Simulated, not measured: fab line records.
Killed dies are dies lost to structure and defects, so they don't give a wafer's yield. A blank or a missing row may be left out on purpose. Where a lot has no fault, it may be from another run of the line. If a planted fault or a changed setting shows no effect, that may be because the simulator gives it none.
fab line records	flow sky130
[record] lots = 12	wafers = 36	last_day = 50
route steps=708 shown CONTACT@424 VIA1@461 VIA2@507 PAD_OPEN@708
lots untouched by any fault: they come from a run of this same line in which no faults occurred
start_h: start of the lot's first displayed wafer, in hours after the record's first day	wait_h: hours from the lot's prior step to this one	" identical to the entry in the row above	L1.1+2: a single row standing in for several wafers	- no value, or no start given	* or withheld: withheld	< > ~ a bound
route shown NAME@n: a module of which the file shows steps, and the number in the route of the first	usual: mean/standard deviation taken from wafers without a fault	same: alike in all rows	chamber/n: place in a boat	sites: per-site readings	_std_site: standard deviation across them	_edge_site: the outer-site mean with the inner-site mean subtracted	radius_mm: how far each site lies from the wafer's centre	mask NAME#n: copy n	behind: the tool/chamber that last shaped the wafer	hold: why the lot went on hold/how many hours it stayed there/how the hold came to an end	device: transistor that didn't switch, given as n, p or np	end of line: the same wafers' tests at the end of the route	a step given without rows: its recipe and nothing more	killed: dies that structure and defects cost at the first sort, which is not the same as the wafer's yield	map: per-die view of a wafer (x killed, . not killed, _ where there is no die)
set.NAME: the setting as run; set.NAME@STEP: as run at that earlier step	model.NAME: the simulator's own value behind a step, which no gauge read
steps of the route over a sample of lots; a table a step, a row a wafer
services: from which hour (start_h, from the record's first day; less than 0 if before it) a tool's chamber was out of use, for how many hours, and why
[[steps]]
[step SKY_CONTACT_ETCH_18]
[recipe] target = Si3N4	chemistry = CHF3/O2	stop_on = TiN	source_w = 600	bias_w = 200	pressure_mtorr = 40	chf3_flow_sccm = 50	O2_flow_sccm = 5	time_s = 39	target_depth_a = 750
[usual] drypump_motor_current_A = 5.6/0.35	oes_product_au = 0.853/0.0079	throttle_valve_pct = 8.792/0.0087
lot.wafer	tool	chamber	start_h	wait_h	drypump_motor_current_A	oes_product_au	rf_hours_counter_h	throttle_valve_pct
L619.2	rie_diel-01	0	-	-	5.8	0.853	50	8.794
L619.4	"	3	"	"	6.4	0.856	-	8.817
L619.5	"	1	"	"	6.2	0.867	-	8.785
L620.1	rie_diel-03	2	-	-	5.4	0.844	9	8.803
L620.3	"	0	"	"	5.6	0.864	20	8.791
L620.6	"	0	"	"	5.6	0.851	-	8.798
L623.4	rie_diel-03	2	-	-	5.4	0.869	9	8.793
L623.5	"	1	"	"	5.4	0.863	-	8.811
L623.6	"	0	"	"	5.6	0.856	-	8.788
L624.1	rie_diel-03	0	-	-	5.6	0.836	21	8.785
L624.3	"	1	"	"	5.4	0.844	21	8.795
L624.5	"	1	"	"	5.4	0.850	-	8.800
L627.2	rie_diel-01	1	-	-	6.2	0.846	16	8.782
L627.5	"	3	"	"	6.5	0.859	-	8.801
L627.6	"	0	"	"	5.8	0.848	-	8.792
L628.2	rie_diel-04	2	-	-	5.9	0.846	33	8.786
L628.4	"	1	"	"	5.1	0.853	-	8.805
L628.5	"	2	"	"	5.9	0.864	-	8.785
L629.1	rie_diel-01	0	-	-	5.8	0.849	53	8.783
L629.2	"	1	"	"	6.2	0.847	16	8.799
L629.5	"	0	"	"	5.8	0.859	-	8.800
L630.1	rie_diel-04	1	-	-	5.1	0.854	8	8.801
L630.2	"	2	"	"	5.9	0.856	33	8.790
L630.3	"	3	"	"	5.4	0.847	1	8.786
L636.3	rie_diel-03	3	-	-	5.5	0.845	10	8.776
L636.5	"	0	"	"	5.6	0.871	-	8.793
L636.6	"	1	"	"	5.4	0.861	-	8.810
L637.1	rie_diel-03	3	-	-	5.4	0.834	10	8.775
L637.4	"	2	"	"	5.4	0.849	13	8.800
L637.5	"	1	"	"	5.4	0.855	-	8.802
L640.1	rie_diel-03	2	-	-	5.4	0.856	14	8.802
L640.2	"	1	"	"	5.4	0.855	25	8.784
L640.3	"	0	"	"	5.6	0.857	25	8.792
L641.2	rie_diel-01	0	-	-	5.8	0.847	1	8.790
L641.3	"	2	"	"	5.6	0.859	0	8.787
L641.6	"	3	"	"	6.5	0.847	-	8.807
[step SKY_CONTACT_THK_MEAS_26]
[recipe] thk_meas_gauge = xrf	reads = W_of_CONTACT_CVD_24
[usual] CONTACT_W_THK = 352/6.7
lot.wafer	tool	chamber	start_h	wait_h	CONTACT_W_THK[nm]
L619.2	film_metro-02	-	724.84	0.1	346
L619.4	"	-	"	"	349
L619.5	"	-	"	"	346
L620.1	film_metro-03	-	738.64	0.1	356
L620.3	"	-	"	"	354
L620.6	"	-	"	"	354
L623.4	film_metro-04	-	757.38	0.1	356
L623.5	"	-	"	"	361
L623.6	"	-	"	"	350
L624.1	film_metro-03	-	794.89	0.1	349
L624.3	"	-	"	"	348
L624.5	"	-	"	"	350
L627.2	film_metro-04	-	798.58	0.1	352
L627.5	"	-	"	"	360
L627.6	"	-	"	"	351
L628.2	film_metro-02	-	803.37	0.1	342
L628.4	"	-	"	"	344
L628.5	"	-	"	"	337
L629.1	film_metro-04	-	811.33	0.1	349
L629.2	"	-	"	"	351
L629.5	"	-	"	"	351
L630.1	film_metro-04	-	816.27	0.1	351
L630.2	"	-	"	"	351
L630.3	"	-	"	"	348
L636.3	film_metro-04	-	863.30	0.1	352
L636.5	"	-	"	"	352
L636.6	"	-	"	"	351
L637.1	film_metro-02	-	867.54	0.1	346
L637.4	"	-	"	"	350
L637.5	"	-	"	"	349
L640.1	film_metro-04	-	886.17	0.1	347
L640.2	"	-	"	"	350
L640.3	"	-	"	"	349
L641.2	film_metro-02	-	898.27	0.1	354
L641.3	"	-	"	"	347
L641.6	"	-	"	"	351
[step SKY_VIA1_BOW_MEAS_03]
[recipe] mode = bow
[usual] VIA1_BOW = 81/7.3
lot.wafer	tool	chamber	start_h	wait_h	VIA1_BOW[um]
L619.2	film_metro-01	-	753.52	0.1	82
L619.4	"	-	"	"	95
L619.5	"	-	"	"	66
L620.1	film_metro-02	-	767.45	0.2	78
L620.3	"	-	"	"	70
L620.6	"	-	"	"	87
L623.4	film_metro-04	-	786.86	0.3	88
L623.5	"	-	"	"	90
L623.6	"	-	"	"	79
L624.1	film_metro-02	-	824.20	0.1	82
L624.3	"	-	"	"	92
L624.5	"	-	"	"	85
L627.2	film_metro-01	-	827.90	0.3	79
L627.5	"	-	"	"	77
L627.6	"	-	"	"	74
L628.2	film_metro-04	-	832.88	0.1	74
L628.4	"	-	"	"	74
L628.5	"	-	"	"	78
L629.1	film_metro-04	-	841.08	0.1	94
L629.2	"	-	"	"	82
L629.5	"	-	"	"	102
L630.1	film_metro-04	-	845.55	0.1	85
L630.2	"	-	"	"	75
L630.3	"	-	"	"	81
L636.3	film_metro-02	-	891.54	0.3	92
L636.5	"	-	"	"	77
L636.6	"	-	"	"	74
L637.1	film_metro-04	-	896.08	0.1	73
L637.4	"	-	"	"	69
L637.5	"	-	"	"	81
L640.1	film_metro-01	-	915.23	0.1	71
L640.2	"	-	"	"	82
L640.3	"	-	"	"	85
L641.2	film_metro-02	-	924.77	0.2	84
L641.3	"	-	"	"	75
L641.6	"	-	"	"	68
[step SKY_VIA2_HDPCVD_00]
[recipe] material = SiO2	target_thk_nm = 1180	sigma_open_frac = 0.3	time_s = 196.7	temp_c = 400	sih4_flow_sccm = 60	pressure_mtorr = 6
[usual] sih4_flow_sccm = 60.00/0.18
lot.wafer	tool	chamber	start_h	wait_h	sih4_flow_sccm
L619.2	hdpcvd-01	2	810.13	0.0	60.24
L619.4	"	0	"	"	59.84
L619.5	"	2	"	"	60.11
L620.1	hdpcvd-02	0	823.81	0.0	60.03
L620.3	"	2	"	"	60.04
L620.6	"	0	"	"	59.87
L623.4	hdpcvd-01	2	843.61	0.1	60.01
L623.5	"	0	"	"	59.97
L623.6	"	1	"	"	59.80
L624.1	hdpcvd-02	2	880.27	0.0	60.04
L624.3	"	0	"	"	60.05
L624.5	"	2	"	"	60.17
L627.2	hdpcvd-01	2	883.79	0.0	60.09
L627.5	"	0	"	"	60.05
L627.6	"	2	"	"	60.23
L628.2	hdpcvd-02	1	888.93	0.0	59.78
L628.4	"	1	"	"	60.11
L628.5	"	2	"	"	60.00
L629.1	hdpcvd-02	0	896.82	0.0	59.81
L629.2	"	2	"	"	59.81
L629.5	"	0	"	"	60.03
L630.1	hdpcvd-02	2	900.49	0.0	60.13
L630.2	"	0	"	"	60.13
L630.3	"	1	"	"	59.98
L636.3	hdpcvd-02	2	944.35	0.0	59.86
L636.5	"	1	"	"	60.14
L636.6	"	2	"	"	59.90
L637.1	hdpcvd-02	0	946.90	0.0	59.84
L637.4	"	0	"	"	59.95
L637.5	"	1	"	"	89.75
L640.1	hdpcvd-02	2	965.82	0.0	60.18
L640.2	"	0	"	"	59.86
L640.3	"	1	"	"	89.71
L641.2	hdpcvd-01	1	975.79	0.0	60.08
L641.3	"	2	"	"	59.69
L641.6	"	0	"	"	60.11
[step SKY_VIA2_THK_MEAS_01]
[recipe] reads = SiO2_of_VIA2_HDPCVD_00
[usual] VIA2_HDPCVD_THK = 1177/12
lot.wafer	tool	chamber	start_h	wait_h	VIA2_HDPCVD_THK[nm]
L619.2	film_metro-02	-	810.27	0.1	1176
L619.4	"	-	"	"	1190
L619.5	"	-	"	"	1171
L620.1	film_metro-03	-	823.94	0.1	1184
L620.3	"	-	"	"	1173
L620.6	"	-	"	"	1166
L623.4	film_metro-04	-	843.70	0.0	1176
L623.5	"	-	"	"	1173
L623.6	"	-	"	"	1171
L624.1	film_metro-03	-	880.39	0.1	1177
L624.3	"	-	"	"	1165
L624.5	"	-	"	"	1174
L627.2	film_metro-02	-	883.93	0.1	1186
L627.5	"	-	"	"	1173
L627.6	"	-	"	"	1177
L628.2	film_metro-03	-	889.06	0.1	1165
L628.4	"	-	"	"	1164
L628.5	"	-	"	"	1172
L629.1	film_metro-04	-	896.94	0.1	1171
L629.2	"	-	"	"	1181
L629.5	"	-	"	"	1189
L630.1	film_metro-02	-	900.62	0.1	1162
L630.2	"	-	"	"	1161
L630.3	"	-	"	"	1169
L636.3	film_metro-03	-	944.49	0.1	1175
L636.5	"	-	"	"	1168
L636.6	"	-	"	"	1174
L637.1	film_metro-03	-	947.03	0.1	1179
L637.4	"	-	"	"	1170
L637.5	"	-	"	"	1761
L640.1	film_metro-02	-	965.95	0.1	1162
L640.2	"	-	"	"	1160
L640.3	"	-	"	"	1759
L641.2	film_metro-02	-	975.93	0.1	1186
L641.3	"	-	"	"	1184
L641.6	"	-	"	"	1186
[step SKY_PAD_OPEN_PROBE_99]
[usual] defect_limited_yield = 82.5/1.9	killed_at_M0_to_M3 = 44/6.4	killed_at_M4_up = 3.4/2.1	killed_at_contacts = 23/5	killed_at_front_end = 15/4.5	killed_at_other = 0.3/0.54	killed_dies = 86/9.5	killed_open = 48/6.9	killed_short = 38/5.9	sort_bin_3_pad_short = 0.8/0.44	sort_bin_5_function = 10.5/1.6	sort_bin_6_memory = 6.1/1.1	sort_n_pass = 406/9.5	sort_yield_pct = 82.5/1.9
[same] gross_dies = 492	killed_at_back_side = 0	sort_bin_4_leakage[%] = 0	sort_bin_8_speed[%] = 0
lot.wafer	tool	chamber	start_h	wait_h	defect_limited_yield[%]	killed_at_M0_to_M3	killed_at_M4_up	killed_at_contacts	killed_at_front_end	killed_at_other	killed_dies	killed_open	killed_short	sort_bin_3_pad_short[%]	sort_bin_5_function[%]	sort_bin_6_memory[%]	sort_n_pass	sort_yield_pct[%]
L619.2	prober-01	-	1069.06	0.1	81.3	48	1	21	22	0	92	54	38	1.0	11.0	6.7	400	81.3
L619.4	prober-01	-	1069.16	0.2	80.9	48	6	24	16	0	94	53	39	0.6	10.2	8.3	398	80.9
L619.5	prober-01	-	1069.21	0.2	83.1	44	2	20	17	0	83	48	35	0.6	10.0	6.3	409	83.1
L620.1	prober-02	-	1078.48	0.1	83.7	39	1	17	23	0	80	40	40	0.6	7.5	8.1	412	83.7
L620.3	prober-02	-	1078.58	0.2	80.3	49	5	29	14	0	97	54	43	1.0	12.4	6.3	395	80.3
L620.6	prober-02	-	1078.73	0.2	82.3	43	9	25	9	1	87	45	42	1.0	11.8	4.9	405	82.3
L623.4	prober-01	-	1094.88	0.2	80.7	48	9	24	14	0	95	45	50	0.8	12.6	5.9	397	80.7
L623.5	prober-01	-	1094.93	0.2	86.0	31	5	19	14	0	69	39	30	0.4	7.9	5.7	423	86.0
L623.6	prober-01	-	1094.98	0.2	80.1	50	5	21	22	0	98	50	47	1.0	12.0	6.9	394	80.1
L624.1	prober-02	-	1121.48	0.1	82.9	38	1	25	20	0	84	48	35	0.8	10.2	6.1	408	82.9
L624.3	prober-02	-	1121.58	0.2	83.9	38	5	17	19	0	79	39	39	0	11.0	5.1	413	83.9
L624.5	prober-02	-	1121.68	0.2	81.9	51	5	24	9	0	89	45	43	0.6	10.6	6.9	403	81.9
L627.2	prober-01	-	1122.20	0.1	81.7	48	2	22	17	1	90	46	44	1.4	12.2	4.7	402	81.7
L627.5	prober-01	-	1122.35	0.2	83.3	40	1	29	12	0	82	39	43	3.0	8.7	4.9	410	83.3
L627.6	prober-01	-	1122.40	0.2	84.6	47	3	20	6	0	76	40	36	0	8.9	6.5	416	84.6
L628.2	prober-02	-	1126.78	0.1	83.7	38	2	23	17	0	80	39	41	1.6	7.1	7.5	412	83.7
L628.4	prober-02	-	1126.88	0.2	82.5	41	0	29	16	0	86	57	29	0.6	11.2	5.7	406	82.5
L628.5	prober-02	-	1126.93	0.2	85.4	36	2	26	8	0	72	41	31	0.8	7.7	6.1	420	85.4
L629.1	prober-01	-	1133.42	0.1	79.7	51	7	25	17	0	100	63	37	0.4	10.8	9.1	392	79.7
L629.2	prober-01	-	1133.47	0.1	79.3	50	7	20	24	1	102	50	48	1.6	12.8	6.3	390	79.3
L629.5	prober-01	-	1133.62	0.2	82.5	43	4	18	21	0	86	43	42	0.8	11.6	5.1	406	82.5
L630.1	prober-02	-	1134.41	0.1	84.8	36	11	16	12	0	75	43	32	0.6	9.1	5.5	417	84.8
L630.2	prober-02	-	1134.46	0.1	84.8	45	2	14	14	0	75	42	33	1.0	9.3	4.9	417	84.8
L630.3	prober-02	-	1134.51	0.2	82.9	45	5	20	14	0	84	48	35	0.6	9.6	6.9	408	82.9
L636.3	prober-02	-	1169.66	0.2	81.7	45	2	25	18	0	90	54	36	0.8	11.2	6.3	402	81.7
L636.5	prober-02	-	1169.76	0.2	80.3	46	4	26	20	1	97	52	45	0.4	12.0	7.3	395	80.3
L636.6	prober-02	-	1169.81	0.2	82.1	48	5	13	22	0	88	49	36	1.4	8.3	8.1	404	82.1
L637.1	prober-01	-	1169.70	0.1	81.1	46	1	29	17	0	93	55	38	1.0	12.0	5.9	399	81.1
L637.4	prober-01	-	1169.85	0.2	80.3	53	6	23	14	1	97	54	42	0.6	13.6	5.5	395	80.3
L637.5	prober-01	-	1169.90	0.2	84.8	34	6	19	16	0	75	41	33	0.4	7.9	6.9	417	84.8
L640.1	prober-02	-	1184.50	0.1	80.1	46	7	35	10	0	98	47	51	1.6	11.6	6.7	394	80.1
L640.2	prober-02	-	1184.55	0.1	79.1	47	1	38	17	0	103	59	44	0.2	12.2	8.5	389	79.1
L640.3	prober-02	-	1184.60	0.2	81.3	43	0	32	16	1	92	52	39	1.4	11.2	6.1	400	81.3
L641.2	prober-01	-	1190.10	0.1	82.3	40	4	20	23	0	87	53	34	0.8	11.8	5.1	405	82.3
L641.3	prober-01	-	1190.15	0.2	82.7	47	1	20	16	1	85	52	33	0.6	11.6	5.1	407	82.7
L641.6	prober-01	-	1190.30	0.2	85.8	37	2	21	10	0	70	31	38	0.4	8.7	5.1	422	85.8
// killed by level:class
L619.2 VIA1:geometric_particle:open=10 FIELD_ISO:geometric_particle:short=8 FIELD_ISO:geometric_particle:open=8 LI_CONTACT:geometric_particle:open=8 LOCAL_INTERCONNECT:geometric_particle:short=7 VIA2:geometric_particle:open=7 VIA3:geometric_particle:open=7 VIA3:geometric_particle:short=6
L619.4 VIA2:geometric_particle:open=12 CONTACT:geometric_particle:open=9 METAL1:geometric_particle:short=6 VIA1:geometric_particle:open=6 VIA3:geometric_particle:open=6 LI_CONTACT:geometric_particle:open=5 LOCAL_INTERCONNECT:geometric_particle:short=5 POLY_GATE:geometric_particle:open=4
L619.5 CONTACT:geometric_particle:open=10 VIA1:geometric_particle:open=7 METAL1:geometric_particle:short=6 VIA2:geometric_particle:open=6 LI_CONTACT:geometric_particle:open=5 VIA1:geometric_particle:short=5 VIA3:geometric_particle:open=5 POLY_GATE:geometric_particle:short=4
L620.1 VIA1:geometric_particle:open=8 VIA3:geometric_particle:short=7 POLY_GATE:geometric_particle:open=6 LI_CONTACT:geometric_particle:open=6 CONTACT:geometric_particle:open=6 VIA3:geometric_particle:open=6 METAL2:geometric_particle:short=5 FIELD_ISO:geometric_particle:short=4
L620.3 CONTACT:geometric_particle:open=10 VIA1:geometric_particle:open=9 VIA2:geometric_particle:open=8 LI_CONTACT:geometric_particle:open=6 CONTACT:geometric_particle:short=6 VIA1:geometric_particle:short=6 METAL2:geometric_particle:short=6 POLY_GATE:geometric_particle:open=5
L620.6 VIA1:geometric_particle:open=13 METAL4:geometric_particle:short=9 VIA3:geometric_particle:open=8 LI_CONTACT:geometric_particle:open=6 CONTACT:geometric_particle:open=6 POLY_GATE:geometric_particle:short=5 LI_CONTACT:geometric_particle:short=5 VIA3:geometric_particle:short=5
L623.4 VIA1:geometric_particle:open=19 METAL4:geometric_particle:short=9 CONTACT:geometric_particle:open=9 METAL1:geometric_particle:short=7 LI_CONTACT:geometric_particle:open=5 CONTACT:geometric_particle:short=5 VIA1:geometric_particle:short=5 FIELD_ISO:geometric_particle:short=4
L623.5 CONTACT:geometric_particle:open=9 VIA1:geometric_particle:open=7 METAL1:geometric_particle:short=6 FIELD_ISO:geometric_particle:open=4 POLY_GATE:geometric_particle:open=4 VIA2:geometric_particle:open=4 VIA3:geometric_particle:open=4 LI_CONTACT:geometric_particle:open=3
L623.6 VIA1:geometric_particle:open=11 POLY_GATE:geometric_particle:open=8 METAL1:geometric_particle:short=7 VIA2:geometric_particle:open=7 VIA1:geometric_particle:short=6 VIA2:geometric_particle:short=5 METAL3:geometric_particle:short=4 LOCAL_INTERCONNECT:geometric_particle:open=4
L624.1 VIA2:geometric_particle:open=10 CONTACT:geometric_particle:open=8 VIA3:geometric_particle:short=6 POLY_GATE:geometric_particle:open=5 LI_CONTACT:geometric_particle:open=5 CONTACT:geometric_particle:short=5 VIA1:geometric_particle:open=5 VIA3:geometric_particle:open=5
L624.3 VIA1:geometric_particle:open=7 FIELD_ISO:geometric_particle:short=6 VIA1:geometric_particle:short=6 CONTACT:geometric_particle:open=6 LI_CONTACT:geometric_particle:open=5 VIA2:geometric_particle:short=5 VIA2:geometric_particle:open=5 FIELD_ISO:geometric_particle:open=4
L624.5 VIA1:geometric_particle:open=11 VIA2:geometric_particle:open=7 VIA3:geometric_particle:open=6 LOCAL_INTERCONNECT:geometric_particle:short=6 CONTACT:geometric_particle:short=6 CONTACT:geometric_particle:open=6 METAL1:geometric_particle:short=6 METAL3:geometric_particle:short=5
L627.2 VIA1:geometric_particle:open=14 METAL2:geometric_particle:short=8 VIA3:geometric_particle:open=8 CONTACT:geometric_particle:short=7 CONTACT:geometric_particle:open=7 VIA1:geometric_particle:short=6 POLY_GATE:geometric_particle:open=5 FIELD_ISO:geometric_particle:short=3
L627.5 CONTACT:geometric_particle:open=8 LI_CONTACT:geometric_particle:open=7 LOCAL_INTERCONNECT:geometric_particle:short=6 VIA1:geometric_particle:open=6 VIA1:geometric_particle:short=5 VIA2:geometric_particle:open=5 LI_CONTACT:geometric_particle:short=5 METAL2:geometric_particle:short=5
L627.6 VIA1:geometric_particle:open=12 METAL2:geometric_particle:short=7 VIA2:geometric_particle:open=7 LOCAL_INTERCONNECT:geometric_particle:short=5 METAL1:geometric_particle:short=5 LI_CONTACT:geometric_particle:open=4 CONTACT:geometric_particle:open=4 CONTACT:geometric_particle:short=4
L628.2 VIA1:geometric_particle:open=9 LI_CONTACT:geometric_particle:short=8 LI_CONTACT:geometric_particle:open=6 VIA3:geometric_particle:open=6 FIELD_ISO:geometric_particle:open=5 METAL1:geometric_particle:short=5 VIA1:geometric_particle:short=5 CONTACT:geometric_particle:open=4
L628.4 VIA1:geometric_particle:open=11 LI_CONTACT:geometric_particle:open=10 CONTACT:geometric_particle:open=10 FIELD_ISO:geometric_particle:open=7 VIA2:geometric_particle:open=7 VIA3:geometric_particle:open=7 VIA1:geometric_particle:short=6 POLY_GATE:geometric_particle:short=4
L628.5 CONTACT:geometric_particle:open=10 VIA1:geometric_particle:open=9 LI_CONTACT:geometric_particle:open=6 METAL1:geometric_particle:short=6 METAL2:geometric_particle:short=5 VIA3:geometric_particle:open=5 CONTACT:geometric_particle:short=4 VIA2:geometric_particle:open=4
L629.1 VIA1:geometric_particle:open=19 LI_CONTACT:geometric_particle:open=9 METAL2:geometric_particle:short=7 CONTACT:geometric_particle:open=6 VIA3:geometric_particle:open=6 FIELD_ISO:geometric_particle:open=5 FIELD_ISO:geometric_particle:short=5 VIA2:geometric_particle:open=5
L629.2 VIA1:geometric_particle:open=13 VIA2:geometric_particle:open=8 FIELD_ISO:geometric_particle:short=7 LI_CONTACT:geometric_particle:open=6 CONTACT:geometric_particle:open=6 VIA3:geometric_particle:open=5 METAL4:geometric_particle:short=5 POLY_GATE:geometric_particle:short=4
L629.5 VIA1:geometric_particle:short=9 FIELD_ISO:geometric_particle:open=7 VIA1:geometric_particle:open=7 VIA2:geometric_particle:open=7 POLY_GATE:geometric_particle:short=5 CONTACT:geometric_particle:short=5 LI_CONTACT:geometric_particle:open=5 CONTACT:geometric_particle:open=5
L630.1 VIA1:geometric_particle:open=11 CONTACT:geometric_particle:open=9 METAL4:geometric_particle:short=8 VIA2:geometric_particle:open=6 FIELD_ISO:geometric_particle:short=3 POLY_GATE:geometric_particle:open=3 LI_CONTACT:geometric_particle:open=3 METAL1:geometric_particle:short=3
L630.2 VIA1:geometric_particle:open=10 VIA3:geometric_particle:open=9 METAL2:geometric_particle:short=8 CONTACT:geometric_particle:open=6 VIA1:geometric_particle:short=6 POLY_GATE:geometric_particle:open=5 VIA2:geometric_particle:open=5 FIELD_ISO:geometric_particle:short=3
L630.3 METAL2:geometric_particle:short=9 VIA3:geometric_particle:open=9 CONTACT:geometric_particle:open=7 VIA2:geometric_particle:open=6 LI_CONTACT:geometric_particle:open=5 LOCAL_INTERCONNECT:geometric_particle:short=5 VIA1:geometric_particle:open=5 METAL1:geometric_particle:short=4
L636.3 CONTACT:geometric_particle:open=11 LI_CONTACT:geometric_particle:open=7 VIA3:geometric_particle:open=7 METAL1:geometric_particle:short=6 VIA1:geometric_particle:open=6 FIELD_ISO:geometric_particle:open=5 METAL2:geometric_particle:short=5 VIA2:geometric_particle:open=5
L637.1 CONTACT:geometric_particle:open=14 VIA2:geometric_particle:open=10 VIA3:geometric_particle:open=7 VIA1:geometric_particle:open=7 CONTACT:geometric_particle:short=6 METAL1:geometric_particle:short=6 VIA2:geometric_particle:short=5 POLY_GATE:geometric_particle:open=4
L636.5 LI_CONTACT:geometric_particle:open=9 VIA1:geometric_particle:open=8 FIELD_ISO:geometric_particle:short=7 POLY_GATE:geometric_particle:open=7 CONTACT:geometric_particle:open=7 VIA1:geometric_particle:short=7 VIA2:geometric_particle:open=6 VIA3:geometric_particle:open=5
L636.6 VIA3:geometric_particle:open=11 VIA2:geometric_particle:open=9 VIA1:geometric_particle:open=8 POLY_GATE:geometric_particle:short=6 CONTACT:geometric_particle:open=6 POLY_GATE:geometric_particle:open=5 FIELD_ISO:geometric_particle:short=4 METAL4:geometric_particle:short=4
L637.4 VIA1:geometric_particle:open=17 LI_CONTACT:geometric_particle:open=8 CONTACT:geometric_particle:open=8 VIA2:geometric_particle:open=6 METAL2:geometric_particle:short=6 FIELD_ISO:geometric_particle:short=5 VIA1:geometric_particle:short=5 METAL1:geometric_particle:short=5
L637.5 CONTACT:geometric_particle:open=7 METAL1:geometric_particle:short=7 METAL2:geometric_particle:short=7 FIELD_ISO:geometric_particle:open=6 LI_CONTACT:geometric_particle:open=6 VIA1:geometric_particle:open=5 METAL4:geometric_particle:short=5 VIA3:geometric_particle:open=4
L640.1 CONTACT:geometric_particle:open=15 LI_CONTACT:geometric_particle:open=7 VIA2:geometric_particle:open=7 CONTACT:geometric_particle:short=6 METAL1:geometric_particle:short=6 VIA1:geometric_particle:open=6 METAL2:geometric_particle:short=6 METAL4:geometric_particle:short=5
L640.2 CONTACT:geometric_particle:open=19 VIA2:geometric_particle:open=8 LI_CONTACT:geometric_particle:open=7 FIELD_ISO:geometric_particle:short=6 LI_CONTACT:geometric_particle:short=6 VIA1:geometric_particle:open=6 CONTACT:geometric_particle:short=5 VIA3:geometric_particle:open=5
L640.3 CONTACT:geometric_particle:open=13 LI_CONTACT:geometric_particle:open=9 VIA1:geometric_particle:open=8 METAL2:geometric_particle:short=7 CONTACT:geometric_particle:short=6 VIA1:geometric_particle:short=6 FIELD_ISO:geometric_particle:short=5 VIA3:geometric_particle:open=5
L641.2 VIA1:geometric_particle:open=11 CONTACT:geometric_particle:open=8 VIA3:geometric_particle:open=8 FIELD_ISO:geometric_particle:open=5 POLY_GATE:geometric_particle:open=5 POLY_GATE:geometric_particle:short=5 LI_CONTACT:geometric_particle:open=5 CONTACT:geometric_particle:short=5
L641.3 VIA1:geometric_particle:open=13 CONTACT:geometric_particle:open=10 VIA1:geometric_particle:short=7 VIA2:geometric_particle:open=7 FIELD_ISO:geometric_particle:open=6 METAL1:geometric_particle:short=5 METAL2:geometric_particle:short=5 LI_CONTACT:geometric_particle:open=4
L641.6 METAL2:geometric_particle:short=10 CONTACT:geometric_particle:open=8 VIA1:geometric_particle:open=7 LOCAL_INTERCONNECT:geometric_particle:short=5 METAL1:geometric_particle:short=5 FIELD_ISO:geometric_particle:open=3 LI_CONTACT:geometric_particle:open=3 VIA1:geometric_particle:short=3
[[services]]
tool	chamber	start_h	hours	kind
rie_diel-01	2	715.58	132.0	repair
rie_diel-04	3	764.29	-	clean
rie_diel-03	3	770.08	9.0	repair
rie_diel-01	1	783.46	3.8	repair
rie_diel-01	0	847.58	-	clean
rie_diel-01	0	847.58	25.1	scheduled_down
rie_diel-01	0	847.58	25.1	vent_cycle
rie_diel-04	-	861.17	4.3	pm
rie_diel-04	0	869.69	2.9	repair
rie_diel-01	2	872.72	-	clean
rie_diel-01	2	872.72	20.3	scheduled_down
rie_diel-01	2	872.72	20.3	vent_cycle
hdpcvd-01	-	901.71	1.6	repair
rie_diel-01	3	902.38	2.9	repair
hdpcvd-01	-	934.66	4.3	pm
rie_diel-03	1	938.79	5.1	repair
hdpcvd-02	-	950.25	15.0	pm
hdpcvd-02	0	950.25	15.0	vent_cycle
hdpcvd-02	1	950.25	15.0	vent_cycle
hdpcvd-02	2	950.25	15.0	vent_cycle
hdpcvd-02	0	965.25	-	clean
hdpcvd-02	1	965.25	-	clean
hdpcvd-02	2	965.25	-	clean
hdpcvd-02	2	971.21	23.7	repair
[[key]]
[first_sign] step = SKY_VIA2_HDPCVD_00	reading = sih4_flow_sccm	direction = up	sigmas = 99+	usual = 60.00	struck = 89.73
[effect] step = SKY_VIA2_THK_MEAS_01	reading = VIA2_HDPCVD_THK	direction = up	sigmas = 50	usual = 1177	struck = 1760
met_at SKY_VIA2_HDPCVD_00
struck_lots L637,L640
struck_wafers L637.5,L640.3
not_acting_at SKY_CONTACT_ETCH_18,SKY_CONTACT_THK_MEAS_26,SKY_VIA1_BOW_MEAS_03
onset_between 944.35 946.90
[fault] kind = process_parameter_drift	tool = hdpcvd-02	chamber = 1	onset_h = 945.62	steps = SKY_VIA2_HDPCVD_00	channel = sih4_flow_sccm	offset = 30	shape = step	end_h = 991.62	acts_in = these_recipes_only	stated = 60
